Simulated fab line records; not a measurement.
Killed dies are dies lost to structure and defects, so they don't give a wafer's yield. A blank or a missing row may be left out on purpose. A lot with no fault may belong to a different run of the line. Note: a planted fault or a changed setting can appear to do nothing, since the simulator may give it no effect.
Which tool did it? -- flow gf180mcu -- 24 lots with 72 wafers sampled at 5 steps, on a route of 602 steps

## WHAT THE GAUGES READ, wafer by wafer
GF_NSD_CD_MEAS_07: the cd target is 400 nm. Usual: cd nm reads 400.5 nm (standard deviation 2.7).
lot,measured,on,cd nm (nm),flag
L074,day 13 02:24,cd sem-01,397.7 398.1 397.1,
L075,day 13 16:31,cd sem-01,402.3 398.3 403.1,
L076,day 13 23:23,cd sem-02,401.7 398.7 402.4,
L077,day 14 04:06,cd sem-01,399.4 399.4 401.7,
L078,day 14 09:55,cd sem-02,402.3 401.5 403.8,
L079,day 15 03:20,cd sem-02,402.3 400.4 403.0,
L080,day 15 05:50,cd sem-01,398.3 400.1 400.6,
L081,day 15 13:47,cd sem-02,400.0 399.0 402.3,
L082,day 15 23:26,cd sem-02,399.9 401.5 402.0,
L083,day 16 09:07,cd sem-02,396.8 396.7 397.0,
L084,day 16 19:03,cd sem-02,399.5 399.6 398.6,
L085,day 17 04:53,cd sem-01,402.9 401.7 402.1,
L086,day 17 07:57,cd sem-02,399.9 401.1 400.1,
L087,day 18 00:38,cd sem-02,391.4 393.1 393.6,
L088,day 18 10:56,cd sem-02,404.3 405.9 407.8,
L089,day 18 16:33,cd sem-01,398.2 402.5 402.4,
L090,day 19 01:03,cd sem-01,402.0 402.8 403.8,
L091,day 19 09:05,cd sem-01,400.7 399.0 401.7,
L092,day 19 22:12,cd sem-02,395.9 398.9 398.0,
L093,day 20 02:39,cd sem-01,400.1 400.8 398.0,
L094,day 20 13:48,cd sem-02,399.1 400.0 399.5,
L095,day 20 18:56,cd sem-01,399.6 399.5 401.6,
L096,day 20 21:09,cd sem-02,403.0 401.9 402.3,
L097,day 21 05:59,cd sem-02,403.6 405.0 406.1,

GF_SAB_OVL_MEAS_10. Usual: SAB_OVL -0.8 nm, standard deviation 1.4.
lot,measured,on,SAB_OVL (nm),flag
L074,day 14 21:11,overlay-02,-2.2 -1.0 -0.4,
L075,day 15 11:41,overlay-01,-1.8 0.4 -0.5,
L076,day 15 18:53,overlay-01,-0.9 -0.9 -0.6,
L077,day 16 00:10,overlay-02,-0.8 -1.4 -0.5,
L078,day 16 05:22,overlay-01,-0.9 -0.1 0.0,
L079,day 17 01:19,overlay-01,-0.7 -0.9 -0.6,
L080,day 17 03:37,overlay-01,-2.4 -2.7 -2.7,
L081,day 17 11:37,overlay-02,-1.6 -0.3 -0.7,
L082,day 17 22:10,overlay-01,-1.3 -0.1 -2.1,
L083,day 18 08:22,overlay-01,2.0 2.8 0.9,
L084,day 18 19:19,overlay-02,-3.8 -2.9 -3.1,
L085,day 19 04:47,overlay-01,-0.8 0.0 0.8,
L086,day 19 09:01,overlay-01,0.7 1.1 1.1,
L087,day 20 02:10,overlay-01,-0.9 -0.1 -0.9,
L088,day 20 12:31,overlay-02,-1.7 -2.1 -1.0,
L089,day 20 17:31,overlay-02,-0.7 -1.6 -3.6,
L090,day 21 02:26,overlay-02,1.8 0.3 0.0,
L091,day 21 10:24,overlay-01,0.9 0.2 -0.3,
L092,day 21 23:10,overlay-02,-1.2 -1.2 -0.9,
L093,day 22 03:43,overlay-02,1.0 0.7 0.8,
L094,day 22 14:25,overlay-01,-2.3 -1.8 -2.3,
L095,day 22 19:08,overlay-01,-2.2 -2.1 -1.2,
L096,day 22 20:35,overlay-01,0.6 0.0 0.4,
L097,day 23 05:43,overlay-02,-3.1 -0.9 -1.5,

GF_V1_BOW_MEAS_05. Usual: V1_BOW 81 um, standard deviation 8.
lot,measured,on,V1_BOW (um),flag
L074,day 16 22:31,film metro-02,88 96 92,
L075,day 17 12:43,film metro-01,88 89 77,
L076,day 17 21:11,film metro-02,77 76 71,
L077,day 18 02:27,film metro-02,77 96 90,
L078,day 18 07:41,film metro-03,70 63 69,
L079,day 19 05:06,film metro-01,84 74 87,
L080,day 19 06:31,film metro-03,87 83 91,
L081,day 19 15:21,film metro-01,84 89 85,
L082,day 20 02:49,film metro-03,90 74 74,
L083,day 20 13:31,film metro-01,81 84 83,
L084,day 20 23:51,film metro-01,68 86 73,
L085,day 21 09:24,film metro-01,84 92 99,
L086,day 21 13:48,film metro-01,80 75 81,
L087,day 22 06:30,film metro-03,78 82 97,
L088,day 22 16:17,film metro-01,79 80 73,
L089,day 22 21:11,film metro-02,79 87 88,
L090,day 23 04:22,film metro-03,81 84 80,
L091,day 23 13:02,film metro-02,78 82 83,
L092,day 24 02:01,film metro-01,90 76 75,
L093,day 24 05:38,film metro-03,88 80 90,
L094,day 24 15:44,film metro-01,71 74 64,
L095,day 24 20:31,film metro-03,85 74 75,
L096,day 24 21:37,film metro-01,74 83 75,
L097,day 25 06:19,film metro-02,78 76 75,

## WHICH TOOL RAN EACH LOT (tool, then ch and the chambers of the sampled wafers, then the start)
lot,GF_PSD_STRIP_10,GF_M1_METAL_ETCH_16
L074,"plasma asher-01 ch 0,1, day 13 23:34","rie metal-02 ch 1, day 16 20:43"
L075,"plasma asher-02 ch 0,1, day 14 14:07","rie metal-04 ch 0, day 17 11:26"
L076,"plasma asher-01 ch 0,1, day 14 20:41","rie metal-04 ch 0,1, day 17 19:58"
L077,"plasma asher-04 ch 0,1, day 15 01:51","rie metal-02 ch 0,1, day 18 01:09"
L078,"plasma asher-01 ch 0, day 15 07:35","rie metal-02 ch 0, day 18 06:26"
L079,"plasma asher-02 ch 0,1, day 16 02:05","rie metal-04 ch 0,1, day 19 03:54"
L080,"plasma asher-02 ch 0,1, day 16 04:18","rie metal-02 ch 0,1, day 19 05:13"
L081,"plasma asher-02 ch 0,1, day 16 12:39","rie metal-02 ch 0,1, day 19 14:08"
L082,"plasma asher-02 ch 0,1, day 16 23:00","rie metal-03 ch 1, day 20 01:37"
L083,"plasma asher-04 ch 0,1, day 17 08:26","rie metal-04 ch 0,1, day 20 12:15"
L084,"plasma asher-04 ch 0,1, day 17 18:54","rie metal-02 ch 0,1, day 20 22:35"
L085,"plasma asher-04 ch 0,1, day 18 04:09","rie metal-02 ch 0,1, day 21 08:11"
L086,"plasma asher-02 ch 0,1, day 18 08:11","rie metal-02 ch 0,1, day 21 12:35"
L087,"plasma asher-01 ch 0, day 19 01:51","rie metal-04 ch 0,1, day 22 05:17"
L088,"plasma asher-04 ch 0,1, day 19 11:28","rie metal-02 ch 0,1, day 22 14:50"
L089,"plasma asher-02 ch 0,1, day 19 17:26","rie metal-03 ch 1, day 22 19:53"
L090,"plasma asher-01 ch 0,1, day 20 01:54","rie metal-04 ch 0,1, day 23 03:09"
L091,"plasma asher-01 ch 0,1, day 20 09:49","rie metal-02 ch 0,1, day 23 11:50"
L092,"plasma asher-01 ch 0,1, day 20 22:52","rie metal-02 ch 0,1, day 24 00:48"
L093,"plasma asher-04 ch 0,1, day 21 03:48","rie metal-04 ch 0,1, day 24 04:23"
L094,"plasma asher-02 ch 0,1, day 21 14:50","rie metal-02 ch 0, day 24 14:27"
L095,"plasma asher-02 ch 0,1, day 21 19:25","rie metal-02 ch 0,1, day 24 19:14"
L096,"plasma asher-01 ch 0,1, day 21 21:29","rie metal-04 ch 0,1, day 24 20:05"
L097,"plasma asher-04 ch 0,1, day 22 06:23","rie metal-03 ch 0,1, day 25 05:06"
- GF_PSD_STRIP_10: strips in O2/N2.
- GF_M1_METAL_ETCH_16: etches the open film in Cl2/BCl3, stops on SiO2, target depth 627.5 nm, time 104.6 s.

## WHAT THE TOOLS THEMSELVES READ (means of the sampled wafers that have a number; where no wafer has one, the mark that the record gives instead)
GF_PSD_STRIP_10. Usual: drypump motor current A 5.8 A, standard deviation 0.56; heater power w 337 W, standard deviation 25; oes product au 0.592 a.u., standard deviation 0.0043; strip time to endpoint s 16.53 s, standard deviation 0.032.
lot,tool,drypump motor current A (A),heater power w (W),oes product au (a.u.),strip time to endpoint s (s),flag
L074,plasma asher-01,5.2,360,0.592,16.49,
L075,plasma asher-02,6.0,335,0.589,16.56,
L076,plasma asher-01,5.2,356,0.590,16.56,
L077,plasma asher-04,5.8,336,0.586,16.55,
L078,plasma asher-01,4.9,361,0.595,16.56,
L079,plasma asher-02,6.1,348,0.593,16.51,
L080,plasma asher-02,6.0,337,0.585,16.53,
L081,plasma asher-02,6.1,341,0.593,16.55,
L082,plasma asher-02,6.1,340,0.593,16.55,
L083,plasma asher-04,6.3,314,0.589,16.55,
L084,plasma asher-04,6.3,311,0.589,16.51,
L085,plasma asher-04,5.8,341,0.592,16.53,
L086,plasma asher-02,6.1,339,0.587,16.52,
L087,plasma asher-01,4.9,358,0.594,16.49,
L088,plasma asher-04,6.3,316,0.594,16.54,
L089,plasma asher-02,6.1,344,0.591,16.50,
L090,plasma asher-01,5.1,353,0.596,16.57,
L091,plasma asher-01,5.2,351,0.589,16.49,
L092,plasma asher-01,5.5,340,0.594,16.51,
L093,plasma asher-04,5.8,328,0.590,16.56,
L094,plasma asher-02,6.0,330,0.595,16.50,
L095,plasma asher-02,6.1,341,0.592,16.51,
L096,plasma asher-01,5.5,347,0.590,16.47,
L097,plasma asher-04,5.8,331,0.591,16.53,

GF_M1_METAL_ETCH_16. Usual: drypump motor current A 6.0 A, standard deviation 0.38; oes product au 0.974 a.u., standard deviation 0.0064; throttle valve pct 28.247 %, standard deviation 0.01.
lot,tool,drypump motor current A (A),oes product au (a.u.),throttle valve pct (%),flag
L074,rie metal-02,6.2,0.963,28.265,
L075,rie metal-04,6.3,0.972,28.242,
L076,rie metal-04,5.6,0.972,28.246,
L077,rie metal-02,6.2,0.968,28.253,
L078,rie metal-02,6.2,0.970,28.254,
L079,rie metal-04,5.6,0.975,28.249,
L080,rie metal-02,6.2,0.980,28.244,
L081,rie metal-02,6.2,0.976,28.241,
L082,rie metal-03,5.9,0.987,28.229,
L083,rie metal-04,6.0,0.970,28.261,
L084,rie metal-02,6.2,0.975,28.256,
L085,rie metal-02,6.2,0.973,28.239,
L086,rie metal-02,6.2,0.970,28.255,
L087,rie metal-04,6.0,0.974,28.252,
L088,rie metal-02,6.2,0.967,28.247,
L089,rie metal-03,5.9,0.969,28.259,
L090,rie metal-04,6.0,0.969,28.239,
L091,rie metal-02,6.2,0.971,28.254,
L092,rie metal-02,6.2,0.979,28.234,
L093,rie metal-04,5.6,0.977,28.248,
L094,rie metal-02,6.2,0.977,28.247,
L095,rie metal-02,6.2,0.968,28.252,
L096,rie metal-04,5.6,0.973,28.245,
L097,rie metal-03,5.5,0.985,28.240,

## THE ANSWER, worked out from the rows above alone
Rule: a lot is off if the mean of its wafers that have a number lies more than 3 standard deviations from the usual mean. A lot without any number at a reading at which 4 lots or more have one is off too. Any other lot the step has rows for is counted as sound. First the gauges in route order, then the tools' own readings, where a lot's mean is used as printed above. At the first step where some lot is off, the reading lying furthest off is the one used; lots without a number count as furthest.
Across all readings shown, no lot is off: no conclusion can be drawn from this.

## WHAT THE SIMULATOR PUT IN
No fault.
